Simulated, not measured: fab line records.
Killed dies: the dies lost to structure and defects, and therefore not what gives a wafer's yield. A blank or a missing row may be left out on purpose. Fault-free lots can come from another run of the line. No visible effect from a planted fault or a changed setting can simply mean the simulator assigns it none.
fab line records ; flow sky130
record lots=12; wafers=36; last_day=50
route steps=708 shown VIA2@508 METAL4@601 PASSIVATION@682 PAD_OPEN@708
lots that met no fault: from a run of the same line without faults
start_h: hours from the record's opening day to when the first of the lot's shown wafers began ; wait_h: how many hours have passed since the lot's step before this one ; " same as the row above ; L1.1+2: a single row standing in for several wafers ; - value missing, or start not given ; * or withheld: withheld ; < > ~ a bound
route shown NAME@n: names a module that has steps shown in the file, with the first one's number in the route ; usual: the fault-free wafers' mean and standard deviation ; same: alike in all rows ; chamber/n: place in a boat ; sites: readings site by site ; _std_site: how widely they spread, as a standard deviation ; _edge_site: outer sites' mean less inner sites' ; radius_mm: how far each site lies from the wafer's centre ; mask NAME#n: copy n ; behind: the most recent tool/chamber to have shaped the wafer ; hold: cause of the lot's hold/its duration in hours/its outcome ; device: the n, p or np transistor that did not switch ; end of line: tests run on the same wafers once the route is complete ; a step given without rows: its recipe and nothing more ; killed: at the first sort, the dies lost to defects and structure; wafer yield is something else ; map: a wafer's dies, marking killed ones x, the rest . and places with no die _
set.NAME: setting as actually run; set.NAME@STEP: the setting as run at that earlier step ; model.NAME: the simulator's own value behind a step, which no gauge read
route steps across a sampled set of lots; one table per step, one row per wafer
services: a tool's chamber out of use, with start hour (start_h, from the record's first day; less than 0 if before it), hours out, and reason
## steps
# step SKY_VIA2_THK_MEAS_01
# recipe reads=SiO2_of_VIA2_HDPCVD_00
# usual VIA2_HDPCVD_THK=1181/14
lot.wafer;tool;chamber;start_h;wait_h;VIA2_HDPCVD_THK[nm]
L624.1;film_metro-01;-;803.91;0.1;1173
L624.4;film_metro-01;-;803.91;0.1;1175
L624.6;film_metro-01;-;803.91;0.1;1165
L625.1;film_metro-02;-;820.78;0.1;1169
L625.3;film_metro-02;-;820.78;0.1;1175
L625.5;film_metro-02;-;820.78;0.1;1176
L626.1;film_metro-02;-;833.52;0.1;1184
L626.2;film_metro-02;-;833.52;0.1;1213
L626.4;film_metro-02;-;833.52;0.1;1206
L627.4;film_metro-02;-;837.65;0.0;1171
L627.5;film_metro-02;-;837.65;0.0;1177
L627.6;film_metro-02;-;837.65;0.0;1173
L629.1;film_metro-03;-;860.89;0.1;1146
L629.2;film_metro-03;-;860.89;0.1;1158
L629.6;film_metro-03;-;860.89;0.1;1170
L630.3;film_metro-01;-;876.92;0.1;1186
L630.4;film_metro-01;-;876.92;0.1;1175
L630.5;film_metro-01;-;876.92;0.1;1172
L636.2;film_metro-03;-;925.15;0.1;1186
L636.4;film_metro-03;-;925.15;0.1;1198
L636.6;film_metro-03;-;925.15;0.1;1204
L639.1;film_metro-03;-;934.97;0.1;1186
L639.3;film_metro-03;-;934.97;0.1;1191
L639.4;film_metro-03;-;934.97;0.1;1182
L642.1;film_metro-03;-;959.88;0.1;1179
L642.3;film_metro-03;-;959.88;0.1;1209
L642.6;film_metro-03;-;959.88;0.1;1214
L645.2;film_metro-02;-;972.60;0.1;1177
L645.3;film_metro-02;-;972.60;0.1;1184
L645.4;film_metro-02;-;972.60;0.1;1185
L646.1;film_metro-01;-;980.78;0.1;1169
L646.5;film_metro-01;-;980.78;0.1;1192
L646.6;film_metro-01;-;980.78;0.1;1184
L647.1;film_metro-01;-;989.28;0.1;1189
L647.4;film_metro-01;-;989.28;0.1;1181
L647.6;film_metro-01;-;989.28;0.1;1203
# step SKY_METAL4_SPUTTER_03
# recipe material=Ti; target_thk_nm=5; power_w=3000; time_s=3.3; chamber_pressure_pa=0.4
# usual throttle_valve_pct=29.7/1.2
lot.wafer;tool;chamber;start_h;wait_h;throttle_valve_pct
L624.1;pvd_sputter-02;-;918.28;0.0;31.2
L624.4;pvd_sputter-02;-;918.28;0.0;29.2
L624.6;pvd_sputter-02;-;918.28;0.0;30.0
L625.1;pvd_sputter-03;-;932.14;0.0;26.2
L625.3;pvd_sputter-03;-;932.14;0.0;30.3
L625.5;pvd_sputter-03;-;932.14;0.0;29.6
L626.1;pvd_sputter-03;-;943.75;0.0;31.1
L626.2;pvd_sputter-03;-;943.75;0.0;26.2
L626.4;pvd_sputter-03;-;943.75;0.0;30.0
L627.4;pvd_sputter-04;-;947.62;0.0;30.3
L627.5;pvd_sputter-04;-;947.62;0.0;28.0
L627.6;pvd_sputter-04;-;947.62;0.0;30.5
L629.1;pvd_sputter-04;-;967.93;0.0;28.2
L629.2;pvd_sputter-04;-;967.93;0.0;30.4
L629.6;pvd_sputter-04;-;967.93;0.0;30.8
L630.3;pvd_sputter-04;-;982.24;0.0;30.0
L630.4;pvd_sputter-04;-;982.24;0.0;30.6
L630.5;pvd_sputter-04;-;982.24;0.0;27.8
L636.2;pvd_sputter-04;-;1024.34;0.0;29.9
L636.4;pvd_sputter-04;-;1024.34;0.0;27.8
L636.6;pvd_sputter-04;-;1024.34;0.0;27.8
L639.1;pvd_sputter-02;-;1035.34;0.0;30.9
L639.3;pvd_sputter-02;-;1035.34;0.0;30.5
L639.4;pvd_sputter-02;-;1035.34;0.0;29.6
L642.1;pvd_sputter-04;-;1057.69;0.0;29.9
L642.3;pvd_sputter-04;-;1057.69;0.0;30.0
L642.6;pvd_sputter-04;-;1057.69;0.0;30.6
L645.2;pvd_sputter-02;-;1069.50;0.0;29.2
L645.3;pvd_sputter-02;-;1069.50;0.0;30.8
L645.4;pvd_sputter-02;-;1069.50;0.0;30.0
L646.1;pvd_sputter-04;-;1075.14;0.0;30.1
L646.5;pvd_sputter-04;-;1075.14;0.0;29.8
L646.6;pvd_sputter-04;-;1075.14;0.0;30.4
L647.1;pvd_sputter-04;-;1088.99;0.0;30.2
L647.4;pvd_sputter-04;-;1088.99;0.0;30.6
L647.6;pvd_sputter-04;-;1088.99;0.0;29.9
# step SKY_METAL4_METAL_ETCH_18
# recipe target_depth_a=8450; stop_on=SiO2; over_etch_frac=0.3; time_s=183.1; chemistry=Cl2/BCl3; resist_sidewall_deg=88; pressure_mtorr=10; icp_w=900; bias_w=48.5; Cl2_flow_sccm=60; bcl3_flow_sccm=30
# usual bias_w=48.53/0.15; drypump_motor_current_A=5.8/0.46; oes_product_au=0.863/0.0057; throttle_valve_pct=22.264/0.0086
lot.wafer;tool;chamber;start_h;wait_h;bias_w;drypump_motor_current_A;oes_product_au;rf_hours_counter_h;throttle_valve_pct
L624.1;rie_metal-01;0;967.93;0.0;48.38;6.3;0.870;11;22.279
L624.4;rie_metal-01;0;967.93;0.0;48.53;6.3;0.866;-;22.262
L624.6;rie_metal-01;0;967.93;0.0;48.55;6.3;0.861;-;22.282
L625.1;rie_metal-04;0;980.58;0.0;48.48;6.2;0.864;8;22.249
L625.3;rie_metal-04;0;980.58;0.0;48.61;6.2;0.864;-;22.258
L625.5;rie_metal-04;0;980.58;0.0;48.65;6.2;0.864;-;22.265
L626.1;rie_metal-01;1;992.38;0.0;48.24;5.0;0.873;9;22.258
L626.2;rie_metal-01;0;992.38;0.0;48.60;6.3;0.860;12;22.267
L626.4;rie_metal-01;0;992.38;0.0;48.18;6.3;0.860;-;22.250
L627.4;rie_metal-01;0;995.90;0.1;45.47;6.3;0.856;-;22.244
L627.5;rie_metal-01;1;995.90;0.1;45.19;5.0;0.864;-;22.268
L627.6;rie_metal-01;0;995.90;0.1;45.17;6.3;0.864;-;22.254
L629.1;rie_metal-01;1;1016.24;0.0;44.93;5.0;0.860;10;22.258
L629.2;rie_metal-01;0;1016.24;0.0;45.31;6.3;0.854;13;22.267
L629.6;rie_metal-01;1;1016.24;0.0;45.09;5.0;0.858;-;22.260
L630.3;rie_metal-03;0;1029.19;0.1;48.72;5.5;0.859;-;22.246
L630.4;rie_metal-03;1;1029.19;0.1;48.60;5.6;0.856;-;22.273
L630.5;rie_metal-03;1;1029.19;0.1;48.58;5.6;0.861;-;22.256
L636.2;rie_metal-03;1;1068.73;0.0;48.28;5.6;0.855;20;22.280
L636.4;rie_metal-03;0;1068.73;0.0;48.39;5.5;0.864;-;22.269
L636.6;rie_metal-03;0;1068.73;0.0;48.51;5.5;0.851;-;22.282
L639.1;rie_metal-03;1;1078.99;0.0;48.42;5.6;0.865;21;22.270
L639.3;rie_metal-03;1;1078.99;0.0;48.34;5.5;0.879;-;22.267
L639.4;rie_metal-03;0;1078.99;0.0;48.63;5.5;0.868;-;22.251
L642.1;rie_metal-03;0;1098.23;0.0;48.67;5.5;0.866;16;22.270
L642.3;rie_metal-03;0;1098.23;0.0;48.44;5.5;0.856;-;22.256
L642.6;rie_metal-03;0;1098.23;0.0;48.50;5.5;0.864;-;22.257
L645.2;rie_metal-03;0;1111.63;0.0;48.71;5.5;0.872;17;22.254
L645.3;rie_metal-03;1;1111.63;0.0;48.34;5.6;0.860;-;22.272
L645.4;rie_metal-03;0;1111.63;0.0;48.74;5.5;0.861;-;22.258
L646.1;rie_metal-01;0;1116.13;0.0;48.60;6.3;0.863;19;22.277
L646.5;rie_metal-01;0;1116.13;0.0;48.69;6.3;0.857;-;22.263
L646.6;rie_metal-01;1;1116.13;0.0;48.59;5.0;0.858;-;22.272
L647.1;rie_metal-01;0;1128.29;0.0;48.68;6.3;0.857;20;22.267
L647.4;rie_metal-01;0;1128.29;0.0;48.60;6.3;0.861;-;22.268
L647.6;rie_metal-01;0;1128.29;0.0;48.67;6.3;0.854;-;22.262
# step SKY_PASSIVATION_THK_MEAS_01
# recipe reads=SiO2_of_PASSIVATION_CVD_00
# usual PASSIVATION_CVD_00_THK=89.6/1.3
lot.wafer;tool;chamber;start_h;wait_h;PASSIVATION_CVD_00_THK[nm]
L624.1;film_metro-04;-;1018.69;-;87.6
L624.4;film_metro-04;-;1018.69;-;89.0
L624.6;film_metro-04;-;1018.69;-;87.4
L625.1;film_metro-04;-;1030.18;-;90.8
L625.3;film_metro-04;-;1030.18;-;90.3
L625.5;film_metro-04;-;1030.18;-;90.9
L626.1;film_metro-01;-;1042.46;-;89.7
L626.2;film_metro-01;-;1042.46;-;89.8
L626.4;film_metro-01;-;1042.46;-;90.8
L627.4;film_metro-03;-;1045.17;-;90.5
L627.5;film_metro-03;-;1045.17;-;90.4
L627.6;film_metro-03;-;1045.17;-;91.5
L629.1;film_metro-03;-;1064.43;-;90.5
L629.2;film_metro-03;-;1064.43;-;89.9
L629.6;film_metro-03;-;1064.43;-;91.6
L630.3;film_metro-03;-;1076.52;-;87.6
L630.4;film_metro-03;-;1076.52;-;88.8
L630.5;film_metro-03;-;1076.52;-;88.9
L636.2;film_metro-03;-;1113.41;-;88.7
L636.4;film_metro-03;-;1113.41;-;91.3
L636.6;film_metro-03;-;1113.41;-;91.0
L639.1;film_metro-03;-;1120.16;-;88.3
L639.3;film_metro-03;-;1120.16;-;90.1
L639.4;film_metro-03;-;1120.16;-;89.0
L642.1;film_metro-01;-;1140.16;-;87.6
L642.3;film_metro-01;-;1140.16;-;87.7
L642.6;film_metro-01;-;1140.16;-;88.8
L645.2;film_metro-01;-;1154.00;-;90.2
L645.3;film_metro-01;-;1154.00;-;90.0
L645.4;film_metro-01;-;1154.00;-;91.5
L646.1;film_metro-03;-;1157.27;-;88.9
L646.5;film_metro-03;-;1157.27;-;89.0
L646.6;film_metro-03;-;1157.27;-;90.5
L647.1;film_metro-01;-;1167.90;-;89.5
L647.4;film_metro-01;-;1167.90;-;90.1
L647.6;film_metro-01;-;1167.90;-;92.4
# step SKY_PAD_OPEN_PROBE_99
# usual defect_limited_yield=82.2/1.8; killed_at_M0_to_M3=43/6.6; killed_at_M4_up=3.2/1.9; killed_at_contacts=25/5.3; killed_at_front_end=16/4.5; killed_at_other=0.3/0.63; killed_dies=87/8.9; killed_open=48/7.9; killed_short=39/5.3; sort_bin_3_pad_short=0.8/0.38; sort_bin_5_function=10.5/1.5; sort_bin_6_memory=6.4/1.2; sort_n_pass=405/8.9; sort_yield_pct=82.2/1.8
# same gross_dies=492; killed_at_back_side=0; sort_bin_4_leakage[%]=0; sort_bin_8_speed[%]=0
lot.wafer;tool;chamber;start_h;wait_h;defect_limited_yield[%];killed_at_M0_to_M3;killed_at_M4_up;killed_at_contacts;killed_at_front_end;killed_at_other;killed_dies;killed_open;killed_short;sort_bin_3_pad_short[%];sort_bin_5_function[%];sort_bin_6_memory[%];sort_n_pass;sort_yield_pct[%]
L625.1;prober-02;-;1077.04;0.1;82.7;39;6;26;14;0;85;36;49;0.8;10.2;6.3;407;82.7
L625.3;prober-02;-;1077.14;0.2;81.5;46;1;31;13;0;91;45;46;0.6;10.8;7.1;401;81.5
L625.5;prober-02;-;1077.24;0.2;83.7;47;4;21;8;0;80;40;40;0.8;10.4;5.1;412;83.7
# killed by level:class
L625.1 CONTACT:geometric_particle:open=10 VIA1:geometric_particle:open=9 METAL2:geometric_particle:short=8 LOCAL_INTERCONNECT:geometric_particle:short=7 METAL4:geometric_particle:short=6 VIA2:geometric_particle:open=5 FIELD_ISO:geometric_particle:short=4 POLY_GATE:geometric_particle:short=4
L625.3 CONTACT:geometric_particle:open=10 METAL1:geometric_particle:short=9 VIA1:geometric_particle:open=9 LI_CONTACT:geometric_particle:open=6 LOCAL_INTERCONNECT:geometric_particle:short=6 METAL2:geometric_particle:short=6 VIA2:geometric_particle:open=6 VIA3:geometric_particle:open=6
L625.5 VIA1:geometric_particle:open=8 VIA2:geometric_particle:open=8 METAL2:geometric_particle:short=8 METAL1:geometric_particle:short=7 LOCAL_INTERCONNECT:geometric_particle:short=6 CONTACT:geometric_particle:open=6 POLY_GATE:geometric_particle:short=5 VIA3:geometric_particle:open=5
## services
tool;chamber;start_h;hours;kind
rie_metal-04;-;896.68;0.3;repair
pvd_sputter-02;-;911.63;2.6;repair
rie_metal-03;0;916.57;1.7;repair
pvd_sputter-02;-;939.71;6.3;repair
pvd_sputter-03;-;961.74;3.9;repair
pvd_sputter-02;-;1005.55;2.5;repair
pvd_sputter-04;-;1029.51;2.6;repair
rie_metal-01;-;1081.80;28.1;pm
pvd_sputter-02;-;1117.88;4.6;repair
rie_metal-01;1;1121.24;1.3;repair
pvd_sputter-03;-;1123.36;2.6;repair
rie_metal-04;1;1128.21;4.3;repair
## key
first_sign step=SKY_METAL4_METAL_ETCH_18; reading=bias_w; direction=down; sigmas=22; usual=48.53; struck=45.19
effect none on later readings
met_at SKY_METAL4_METAL_ETCH_18
struck_lots L627,L629
not_acting_at SKY_VIA2_THK_MEAS_01,SKY_METAL4_SPUTTER_03,SKY_PASSIVATION_THK_MEAS_01
onset_between 992.38 995.90
fault kind=process_parameter_drift; tool=rie_metal-01; chamber=-; onset_h=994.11; steps=SKY_METAL4_METAL_ETCH_18; channel=bias_w; offset=-3.4404; shape=step; end_h=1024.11; acts_in=these_recipes_only; stated=48.5
